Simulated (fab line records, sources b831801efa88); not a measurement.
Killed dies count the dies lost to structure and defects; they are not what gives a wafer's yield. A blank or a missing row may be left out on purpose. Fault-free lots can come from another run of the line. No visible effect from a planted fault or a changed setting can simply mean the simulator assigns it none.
fab line records	flow sky130
[record] lots = 14	wafers = 42	last-day = 49
route steps=708 shown FIELD_ISO@25 DNWELL@44 VT_ADJUST_LVTN@104 PAD_OPEN@708
lots that met no fault: from a run of the same line without faults
start-h: start of the lot's first displayed wafer, in hours after the record's first day	wait-h: time in hours since the lot's previous step	" same as the row above	L1.1+2: a row that stands for several wafers	- either no value or no given start	* or withheld: withheld	< > ~ a bound
route shown NAME@n: a module of which the file shows steps, and the number in the route of the first	usual: the fault-free wafers' mean and standard deviation	same: alike in all rows	chamber/n: place in a boat	sites: the reading at each site	_std_site: standard deviation of those values	_edge_site: inner sites' mean taken away from outer sites' mean	radius-mm: how far each site lies from the wafer's centre	mask NAME#n: copy n	behind: the most recent tool/chamber to have shaped the wafer	hold: why the lot was held/for how many hours/how that ended	device: which transistor (n, p or np) failed to switch	end of line: the tests these same wafers got at the end of their route	a step with no rows: only its recipe	killed: dies that structure and defects cost at the first sort, which is not the same as the wafer's yield	map: a wafer's dies, marking killed ones x, the rest . and places with no die _
set.NAME: the setting as run; set.NAME@STEP: as run at that earlier step	model.NAME: the simulator's own value behind a step, which no gauge read
one table for each step of the route and one row for each wafer, over a sample of lots
services: when a tool's chamber went out of use (start-h, in hours from the record's first day, below 0 if earlier), for how many hours, and the reason
[[steps]]
[step SKY_FIELD_ISO_CVD_24]
[recipe] material = SiO2	target-thk-nm = 595	temp-c = 650	sigma-open-frac = 0.3	time-s = 99.2	sih4-flow-sccm = 60	pressure-mtorr = 6
[usual] pressure-mtorr = 6.000/0.013	susceptor-temp-C = 649.96/0.29
lot.wafer	tool	chamber	start-h	wait-h	pressure-mtorr	susceptor-temp-C
L899.3	hdpcvd-01	2	36.60	0.0	5.984	650.38
L899.4	"	0	"	"	5.994	650.41
L899.5	"	1	"	"	6.003	650.33
L900.2	hdpcvd-02	0	36.60	0.0	5.998	649.93
L900.3	"	1	"	"	6.006	650.23
L900.5	"	1	"	"	6.001	649.72
L901.4	hdpcvd-01	1	46.41	0.1	5.973	649.41
L901.5	"	2	"	"	6.009	649.60
L901.6	"	0	"	"	5.991	649.51
L902.1	hdpcvd-01	2	53.17	0.1	5.990	650.10
L902.2	"	1	"	"	6.002	649.33
L902.6	"	1	"	"	5.979	649.38
L903.2	hdpcvd-01	2	60.56	0.0	5.998	649.93
L903.3	"	0	"	"	6.001	649.67
L903.4	"	1	"	"	6.024	649.79
L904.1	hdpcvd-02	2	60.56	0.1	6.000	650.02
L904.3	"	1	"	"	5.991	650.11
L904.6	"	0	"	"	5.989	650.49
L905.2	hdpcvd-01	2	68.57	0.0	5.987	649.67
L905.5	"	2	"	"	5.997	649.73
L905.6	"	1	"	"	5.997	649.76
L906.1	hdpcvd-01	0	69.13	0.1	5.998	649.53
L906.4	"	2	"	"	5.987	650.21
L906.6	"	1	"	"	5.975	650.15
L907.1	hdpcvd-01	1	77.39	0.1	6.002	649.95
L907.5	"	1	"	"	5.991	649.33
L907.6	"	2	"	"	6.015	650.32
L908.2	hdpcvd-01	0	81.56	0.0	5.991	649.89
L908.3	"	2	"	"	6.026	650.25
L908.5	"	2	"	"	6.003	650.00
L911.1	hdpcvd-02	2	93.73	0.1	6.001	649.51
L911.4	"	0	"	"	5.998	650.61
L911.5	"	1	"	"	5.995	650.34
L915.1	hdpcvd-01	2	115.85	0.1	7.209	650.41
L915.3	"	1	"	"	6.000	650.05
L915.6	"	2	"	"	7.208	649.93
L917.1	hdpcvd-01	0	124.47	0.1	5.992	650.20
L917.5	"	0	"	"	5.993	649.78
L917.6	"	2	"	"	7.209	650.42
L918.2	hdpcvd-02	2	130.11	0.0	5.995	650.05
L918.3	"	0	"	"	6.006	650.22
L918.6	"	2	"	"	5.994	649.85
[step SKY_DNWELL_TW_MEAS_09]
[usual] DNWELL_TW = 1113/11
lot.wafer	tool	chamber	start-h	wait-h	DNWELL_TW
L899.3	film-metro-03	-	68.44	0.1	1125
L899.4	"	-	"	"	1118
L899.5	"	-	"	"	1131
L900.2	film-metro-02	-	68.54	0.1	1105
L900.3	"	-	"	"	1104
L900.5	"	-	"	"	1102
L901.4	film-metro-02	-	76.41	0.1	1108
L901.5	"	-	"	"	1103
L901.6	"	-	"	"	1103
L902.1	film-metro-04	-	78.72	0.1	1117
L902.2	"	-	"	"	1107
L902.6	"	-	"	"	1116
L903.2	film-metro-02	-	82.29	0.1	1102
L903.3	"	-	"	"	1098
L903.4	"	-	"	"	1101
L904.1	film-metro-02	-	83.34	0.1	1103
L904.3	"	-	"	"	1098
L904.6	"	-	"	"	1101
L905.2	film-metro-02	-	91.20	0.1	1110
L905.5	"	-	"	"	1102
L905.6	"	-	"	"	1111
L906.1	film-metro-02	-	91.54	0.1	1108
L906.4	"	-	"	"	1097
L906.6	"	-	"	"	1108
L907.1	film-metro-02	-	101.88	0.1	1102
L907.5	"	-	"	"	1106
L907.6	"	-	"	"	1109
L908.2	film-metro-04	-	106.34	0.1	1118
L908.3	"	-	"	"	1123
L908.5	"	-	"	"	1121
L911.1	film-metro-03	-	116.18	0.1	1126
L911.4	"	-	"	"	1127
L911.5	"	-	"	"	1130
L915.1	film-metro-03	-	141.49	0.1	1131
L915.3	"	-	"	"	1127
L915.6	"	-	"	"	1133
L917.1	film-metro-02	-	148.09	0.1	1103
L917.5	"	-	"	"	1110
L917.6	"	-	"	"	1107
L918.2	film-metro-02	-	157.00	0.1	1106
L918.3	"	-	"	"	1108
L918.6	"	-	"	"	1110
[step SKY_VT_ADJUST_LVTN_OVL_MEAS_07]
[usual] VT_ADJUST_LVTN_OVL = -0.5/1.6
lot.wafer	tool	chamber	start-h	wait-h	VT_ADJUST_LVTN_OVL[nm]
L899.3	overlay-01	-	161.44	-	-4.4
L899.4	"	-	"	"	-4.2
L899.5	"	-	"	"	-3.9
L900.2	overlay-01	-	162.37	-	-2.2
L900.3	"	-	"	"	-3.0
L900.5	"	-	"	"	-1.0
L901.4	overlay-01	-	170.75	-	1.3
L901.5	"	-	"	"	0.0
L901.6	"	-	"	"	-0.5
L902.1	overlay-01	-	174.54	-	3.3
L902.2	"	-	"	"	2.3
L902.6	"	-	"	"	2.8
L903.2	overlay-01	-	177.34	-	-0.6
L903.3	"	-	"	"	-1.0
L903.4	"	-	"	"	0.1
L904.1	overlay-02	-	178.02	-	-1.5
L904.3	"	-	"	"	-0.1
L904.6	"	-	"	"	-0.1
L905.2	overlay-01	-	189.49	-	-0.1
L905.5	"	-	"	"	-1.0
L905.6	"	-	"	"	-0.3
L906.1	overlay-02	-	189.63	-	-0.8
L906.4	"	-	"	"	-2.1
L906.6	"	-	"	"	-1.2
L907.1	overlay-01	-	200.53	-	-1.1
L907.5	"	-	"	"	-1.0
L907.6	"	-	"	"	-1.4
L908.2	overlay-01	-	207.39	-	-0.5
L908.3	"	-	"	"	-0.9
L908.5	"	-	"	"	0.3
L911.1	overlay-01	-	219.04	-	-0.6
L911.4	"	-	"	"	1.6
L911.5	"	-	"	"	-1.6
L915.1	overlay-02	-	250.74	-	0.3
L915.3	"	-	"	"	0.2
L915.6	"	-	"	"	0.7
L917.1	overlay-02	-	257.82	-	0.7
L917.5	"	-	"	"	0.7
L917.6	"	-	"	"	1.4
L918.2	overlay-02	-	266.79	-	2.2
L918.3	"	-	"	"	1.0
L918.6	"	-	"	"	0.0
[step SKY_VT_ADJUST_LVTN_TW_MEAS_10]
[usual] VT_ADJUST_LVTN_TW = 241.2/2
lot.wafer	tool	chamber	start-h	wait-h	VT_ADJUST_LVTN_TW
L899.3	film-metro-04	-	161.74	0.1	242.7
L899.4	"	-	"	"	241.1
L899.5	"	-	"	"	242.0
L900.2	film-metro-04	-	162.66	0.1	244.6
L900.3	"	-	"	"	241.6
L900.5	"	-	"	"	242.8
L901.4	film-metro-04	-	171.05	0.1	241.8
L901.5	"	-	"	"	242.3
L901.6	"	-	"	"	241.9
L902.1	film-metro-01	-	174.82	0.1	241.3
L902.2	"	-	"	"	242.3
L902.6	"	-	"	"	241.7
L903.2	film-metro-02	-	177.63	0.1	237.7
L903.3	"	-	"	"	237.6
L903.4	"	-	"	"	239.1
L904.1	film-metro-02	-	178.30	0.1	239.8
L904.3	"	-	"	"	238.0
L904.6	"	-	"	"	237.9
L905.2	film-metro-04	-	189.78	0.1	242.4
L905.5	"	-	"	"	242.0
L905.6	"	-	"	"	241.5
L906.1	film-metro-02	-	189.92	0.1	240.8
L906.4	"	-	"	"	239.7
L906.6	"	-	"	"	239.3
L907.1	film-metro-01	-	200.82	0.1	241.7
L907.5	"	-	"	"	243.1
L907.6	"	-	"	"	240.5
L908.2	film-metro-04	-	207.68	0.1	244.3
L908.3	"	-	"	"	244.2
L908.5	"	-	"	"	244.6
L911.1	film-metro-04	-	219.32	0.1	243.9
L911.4	"	-	"	"	242.5
L911.5	"	-	"	"	243.1
L915.1	film-metro-02	-	251.02	0.1	238.7
L915.3	"	-	"	"	238.4
L915.6	"	-	"	"	239.6
L917.1	film-metro-02	-	258.10	0.1	239.5
L917.5	"	-	"	"	239.6
L917.6	"	-	"	"	238.2
L918.2	film-metro-02	-	267.08	0.1	239.0
L918.3	"	-	"	"	238.7
L918.6	"	-	"	"	238.9
[step SKY_PAD_OPEN_PROBE_99]
[usual] killed_at_M0_to_M3 = 43/7	killed_at_M4_up = 3.1/1.9	killed-at-contacts = 25/6.1	killed-at-front-end = 15/4.5	killed-at-other = 0.3/0.55	killed-dies = 87/8.9	killed-open = 47/6.4	killed-short = 40/6.6
[same] gross-dies = 492	killed-at-back-side = 0
lot.wafer	tool	chamber	start-h	wait-h	killed_at_M0_to_M3	killed_at_M4_up	killed-at-contacts	killed-at-front-end	killed-at-other	killed-dies	killed-open	killed-short
L900.2	prober-01	-	1098.48	0.1	46	3	20	16	0	85	45	39
L900.3	prober-01	-	1098.53	0.2	56	3	22	11	0	92	40	50
L900.5	prober-01	-	1098.63	0.2	62	2	23	12	1	100	58	41
L902.1	prober-02	-	1106.27	0.1	41	2	35	11	1	90	46	43
L902.2	prober-02	-	1106.32	0.1	50	4	25	13	0	92	49	43
L902.6	prober-02	-	1106.52	0.2	48	1	23	19	0	91	54	37
L903.2	prober-02	-	1110.67	0.1	48	4	21	14	0	87	52	35
L903.3	prober-02	-	1110.72	0.2	34	3	18	27	0	82	45	37
L903.4	prober-02	-	1110.77	0.2	40	0	21	18	0	79	38	41
L911.1	prober-02	-	1148.31	0.1	47	2	19	12	1	81	45	35
L911.4	prober-02	-	1148.46	0.2	42	3	24	13	0	82	45	36
L911.5	prober-02	-	1148.51	0.2	44	2	22	15	0	83	50	33
// killed by level:class
L900.2 VIA1:geometric-particle:open=12 VIA2:geometric-particle:open=11 CONTACT:geometric-particle:open=10 CONTACT:geometric-particle:short=6 FIELD_ISO:geometric-particle:open=5 VIA1:geometric-particle:short=5 METAL2:geometric-particle:short=4 VIA3:geometric-particle:open=4
L900.3 VIA1:geometric-particle:open=12 VIA1:geometric-particle:short=12 VIA2:geometric-particle:open=8 METAL3:geometric-particle:short=6 CONTACT:geometric-particle:open=5 VIA2:geometric-particle:short=4 LI_CONTACT:geometric-particle:open=4 LOCAL_INTERCONNECT:geometric-particle:short=4
L900.5 VIA1:geometric-particle:open=17 CONTACT:geometric-particle:open=13 VIA1:geometric-particle:short=10 VIA3:geometric-particle:open=8 METAL2:geometric-particle:short=7 FIELD_ISO:geometric-particle:open=6 VIA3:geometric-particle:short=6 VIA2:geometric-particle:open=5
L902.1 CONTACT:geometric-particle:open=12 LI_CONTACT:geometric-particle:open=9 METAL2:geometric-particle:short=7 CONTACT:geometric-particle:short=6 VIA2:geometric-particle:short=6 VIA1:geometric-particle:open=6 VIA2:geometric-particle:open=5 VIA1:geometric-particle:short=4
L902.2 VIA1:geometric-particle:open=13 METAL2:geometric-particle:short=12 LI_CONTACT:geometric-particle:open=10 CONTACT:geometric-particle:open=7 VIA1:geometric-particle:short=6 FIELD_ISO:geometric-particle:short=5 VIA2:geometric-particle:open=5 VIA3:geometric-particle:open=5
L902.6 VIA1:geometric-particle:open=14 CONTACT:geometric-particle:open=9 LI_CONTACT:geometric-particle:open=7 FIELD_ISO:geometric-particle:open=6 VIA2:geometric-particle:open=6 VIA3:geometric-particle:open=5 METAL1:geometric-particle:short=5 VIA1:geometric-particle:short=5
L903.2 CONTACT:geometric-particle:open=12 VIA1:geometric-particle:open=10 METAL2:geometric-particle:short=10 FIELD_ISO:geometric-particle:open=8 METAL1:geometric-particle:short=6 VIA3:geometric-particle:open=6 VIA2:geometric-particle:open=4 LI_CONTACT:geometric-particle:open=3
L903.3 VIA1:geometric-particle:open=10 FIELD_ISO:geometric-particle:short=9 CONTACT:geometric-particle:open=9 FIELD_ISO:geometric-particle:open=6 VIA3:geometric-particle:short=6 VIA1:geometric-particle:short=5 POLY_GATE:geometric-particle:short=4 POLY_GATE:geometric-particle:open=4
L903.4 VIA3:geometric-particle:open=9 FIELD_ISO:geometric-particle:short=7 CONTACT:geometric-particle:short=7 CONTACT:geometric-particle:open=6 VIA1:geometric-particle:open=6 METAL1:geometric-particle:short=6 METAL2:geometric-particle:short=6 FIELD_ISO:geometric-particle:open=5
L911.1 LI_CONTACT:geometric-particle:open=10 VIA2:geometric-particle:open=9 VIA1:geometric-particle:short=8 VIA1:geometric-particle:open=8 METAL1:geometric-particle:short=6 FIELD_ISO:geometric-particle:short=5 CONTACT:geometric-particle:open=5 VIA3:geometric-particle:open=5
L911.4 LI_CONTACT:geometric-particle:open=9 VIA1:geometric-particle:open=9 VIA3:geometric-particle:open=8 CONTACT:geometric-particle:open=6 CONTACT:geometric-particle:short=5 METAL1:geometric-particle:short=5 VIA1:geometric-particle:short=5 POLY_GATE:geometric-particle:open=4
L911.5 CONTACT:geometric-particle:open=12 VIA1:geometric-particle:open=12 LI_CONTACT:geometric-particle:open=8 METAL1:geometric-particle:short=7 FIELD_ISO:geometric-particle:open=5 VIA2:geometric-particle:open=5 POLY_GATE:geometric-particle:short=4 VIA1:geometric-particle:short=4
[[services]]
tool	chamber	start-h	hours	kind
hdpcvd-02	-	66.75	15.0	pm
hdpcvd-02	0	66.75	15.0	vent-cycle
hdpcvd-02	1	66.75	15.0	vent-cycle
hdpcvd-02	2	66.75	15.0	vent-cycle
hdpcvd-02	0	81.75	-	clean
hdpcvd-02	1	81.75	-	clean
hdpcvd-02	2	81.75	-	clean
hdpcvd-01	1	98.32	9.4	repair
hdpcvd-01	1	122.76	7.8	repair
[[key]]
[first-sign] step = SKY_FIELD_ISO_CVD_24	reading = pressure-mtorr	direction = up	sigmas = 97	usual = 6.000	struck = 7.209
effect none on later readings
met-at SKY_FIELD_ISO_CVD_24
struck-lots L915,L917
struck-wafers L915.1,L915.6,L917.6
tester-left-out L915,L917
not-acting-at SKY_DNWELL_TW_MEAS_09,SKY_VT_ADJUST_LVTN_OVL_MEAS_07,SKY_VT_ADJUST_LVTN_TW_MEAS_10
onset-between 81.56 115.85
[fault] kind = process-parameter-drift	tool = hdpcvd-01	chamber = 2	onset-h = 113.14	steps = SKY_FIELD_ISO_CVD_24	channel = pressure-mtorr	offset = 1.2	shape = step	end-h = 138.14	acts-in = these-recipes-only	stated = 6
// tester-left-out: of these lots the tester's yield and bins aren't shown, on N5 and GAA mostly nor the transistor test; their killed dies are dies lost to structure and defects alone, not to doping, threshold or leakage, so they don't give the yield
